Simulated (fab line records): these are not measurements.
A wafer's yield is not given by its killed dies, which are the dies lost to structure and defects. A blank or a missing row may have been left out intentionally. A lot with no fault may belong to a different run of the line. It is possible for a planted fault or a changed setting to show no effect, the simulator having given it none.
Which tool was responsible? ; flow sky130 ; 12 lots, 36 wafers sampled, at 5 steps of a route of 708

WHAT THE GAUGES READ, wafer by wafer
SKY_VT_ADJUST_PCH_TW_MEAS_10. Usual: VT_ADJUST_PCH_TW typically reads 142.7, with standard deviation 1.2.
lot;measured;on;VT_ADJUST_PCH_TW;flag
L109;day 11 04:31;film_metro-02;141.0 141.2 141.4;
L108;day 11 06:49;film_metro-03;143.4 143.9 143.1;
L110;day 11 11:05;film_metro-02;141.4 140.8 141.0;
L113;day 12 05:20;film_metro-03;130.5 131.5 130.7;OFF
L112;day 12 06:13;film_metro-03;131.3 130.5 130.9;OFF
L114;day 12 17:03;film_metro-03;144.5 144.2 144.5;
L118;day 13 20:54;film_metro-02;140.9 141.2 141.5;
L121;day 14 15:54;film_metro-02;141.2 141.8 141.4;
L123;day 15 17:04;film_metro-03;144.5 145.0 144.5;
L124;day 15 22:53;film_metro-04;142.5 142.7 141.7;
L125;day 15 23:57;film_metro-02;142.9 141.6 141.6;
L129;day 17 12:54;film_metro-03;144.0 144.0 143.9;

SKY_SONOS_TUNNEL_CD_MEAS_07: the cd target is 410 nm. Usual: 410.2 nm for cd_nm, sd 1.7.
lot;measured;on;cd_nm (nm);flag
L109;day 12 04:05;cd_sem-02;409.6 411.5 409.0;
L108;day 12 07:10;cd_sem-01;406.7 408.5 407.8;
L110;day 12 11:17;cd_sem-01;410.4 412.0 410.6;
L113;day 13 06:25;cd_sem-01;410.0 409.8 410.8;
L112;day 13 06:43;cd_sem-02;410.7 409.9 410.7;
L114;day 13 17:43;cd_sem-01;409.4 409.0 408.5;
L118;day 14 19:37;cd_sem-01;411.3 411.4 413.2;
L121;day 15 19:41;cd_sem-01;407.1 408.9 408.6;
L123;day 16 19:52;cd_sem-01;409.5 410.4 410.4;
L124;day 17 03:01;cd_sem-01;408.8 409.9 407.9;
L125;day 17 03:58;cd_sem-02;414.6 412.6 413.1;
L129;day 18 16:58;cd_sem-01;408.6 407.8 407.7;

SKY_SONOS_ONO_THK_MEAS_01. Usual: SONOS_ONO_OXIDATION_THK typically reads 2.61 nm, with standard deviation 0.063.
lot;measured;on;SONOS_ONO_OXIDATION_THK (nm);flag
L109;day 12 07:19;film_metro-04;2.62 2.59 2.60;
L108;day 12 09:59;film_metro-04;2.55 2.48 2.46;
L110;day 12 14:11;film_metro-01;2.54 2.54 2.43;
L113;day 13 16:23;film_metro-02;2.49 2.50 2.47;
L112;day 13 16:23;film_metro-01;2.49 2.60 2.53;
L114;day 14 00:56;film_metro-02;2.66 2.61 2.64;
L118;day 14 21:44;film_metro-04;2.61 2.63 2.63;
L121;day 15 23:45;film_metro-04;2.65 2.70 2.71;
L123;day 16 22:56;film_metro-01;2.70 2.64 2.63;
L124;day 17 07:52;film_metro-04;2.61 2.56 2.70;
L125;day 17 07:52;film_metro-02;2.57 2.54 2.49;
L129;day 18 19:48;film_metro-01;2.51 2.57 2.58;

WHAT TOOL EACH LOT RAN ON (gives the tool, then ch and the chambers of the sampled wafers, and finally the start)
lot;SKY_VT_ADJUST_LVTN_STRIP_09;SKY_VT_ADJUST_PCH_IMPLANT_08
L109;plasma_asher-03 ch 0,1, day 7 12:11;implanter-02 ch 0, day 11 04:19
L108;plasma_asher-03 ch 0,1, day 7 16:00;implanter-03 ch 0, day 11 06:34
L110;plasma_asher-03 ch 0,1, day 7 17:41;implanter-02 ch 0, day 11 10:53
L113;plasma_asher-02 ch 0,1, day 8 10:49;implanter-02 ch 0, day 12 05:05
L112;plasma_asher-03 ch 0,1, day 8 12:37;implanter-02 ch 0, day 12 05:58
L114;plasma_asher-03 ch 0,1, day 8 21:00;implanter-01 ch 0, day 12 16:48
L118;plasma_asher-02 ch 0,1, day 9 22:48;implanter-01 ch 0, day 13 20:39
L121;plasma_asher-01 ch 1, day 10 16:25;implanter-03 ch 0, day 14 15:40
L123;plasma_asher-02 ch 0,1, day 11 12:52;implanter-01 ch 0, day 15 16:49
L124;plasma_asher-02 ch 0,1, day 11 18:00;implanter-01 ch 0, day 15 22:38
L125;plasma_asher-02 ch 0,1, day 11 19:57;implanter-03 ch 0, day 15 23:42
L129;plasma_asher-02 ch 0,1, day 13 04:30;implanter-02 ch 0, day 17 12:39
- SKY_VT_ADJUST_LVTN_STRIP_09: strips in O2/N2.
- SKY_VT_ADJUST_PCH_IMPLANT_08

WHAT THE TOOLS THEMSELVES READ (means of the sampled wafers that have a number; where no wafer has one, the mark that the record gives instead)
SKY_VT_ADJUST_LVTN_STRIP_09. Usual: drypump_motor_current_A 5.79 A, standard deviation 0.26; n2_flow_sccm 299.7 sccm, standard deviation 0.86; oes_product_au 0.722 a.u., standard deviation 0.0046; strip_time_to_endpoint_s 36.96 s, standard deviation 0.15.
lot;tool;drypump_motor_current_A (A);n2_flow_sccm (sccm);oes_product_au (a.u.);strip_time_to_endpoint_s (s);flag
L109;plasma_asher-03;5.50;299.5;0.717;36.79;
L108;plasma_asher-03;5.59;300.3;0.724;36.76;
L110;plasma_asher-03;5.58;299.1;0.721;37.03;
L113;plasma_asher-02;5.75;299.9;0.721;37.07;
L112;plasma_asher-03;5.57;300.0;0.721;37.14;
L114;plasma_asher-03;5.56;299.2;0.724;36.88;
L118;plasma_asher-02;5.67;299.3;0.720;36.90;
L121;plasma_asher-01;6.27;299.8;0.722;37.03;
L123;plasma_asher-02;5.68;300.8;0.726;36.80;
L124;plasma_asher-02;5.67;299.2;0.719;37.19;
L125;plasma_asher-02;5.72;300.6;0.724;36.98;
L129;plasma_asher-02;5.68;299.9;0.726;37.07;

SKY_VT_ADJUST_PCH_IMPLANT_08. Usual: dose_ions_cm2 5e+11, standard deviation 5.8e+08; faraday_current_uA 2.82, standard deviation 0.058.
lot;tool;dose_ions_cm2;faraday_current_uA;flag
L109;implanter-02;5e+11;2.84;
L108;implanter-03;5e+11;2.79;
L110;implanter-02;5e+11;2.81;
L113;implanter-02;3e+11;1.92;OFF
L112;implanter-02;3e+11;1.97;OFF
L114;implanter-01;5e+11;2.84;
L118;implanter-01;5e+11;2.87;
L121;implanter-03;5e+11;2.80;
L123;implanter-01;5e+11;2.84;
L124;implanter-01;5e+11;2.85;
L125;implanter-03;5e+11;2.80;
L129;implanter-02;5e+11;2.80;

THE ANSWER, worked out from the rows above alone
Rule: lot off if the mean of its wafers having a number is beyond 3 standard deviations from the usual mean. A lot without any number at a reading at which 4 lots or more have one is off too. Any other lot the step has rows for is counted as sound. The gauges are gone through in route order, then the tools' own readings, and for those a lot's mean is taken as printed above. The first step at which some lot is off is used, and at that step the reading that is off furthest; a lot without a number counts as furthest.
Off: at SKY_VT_ADJUST_PCH_TW_MEAS_10 (VT_ADJUST_PCH_TW), L113, L112.
A tool fits if, at a process step before that reading, it ran every lot that is off, and no sound lot after the first of them. The gauges at SKY_VT_ADJUST_PCH_TW_MEAS_10 aren't tried: what is off there is off at SKY_VT_ADJUST_PCH_IMPLANT_08 too, on other tools, and a gauge's error can't cause that. None of those tried fits.

WHAT THE SIMULATOR HAD PUT IN
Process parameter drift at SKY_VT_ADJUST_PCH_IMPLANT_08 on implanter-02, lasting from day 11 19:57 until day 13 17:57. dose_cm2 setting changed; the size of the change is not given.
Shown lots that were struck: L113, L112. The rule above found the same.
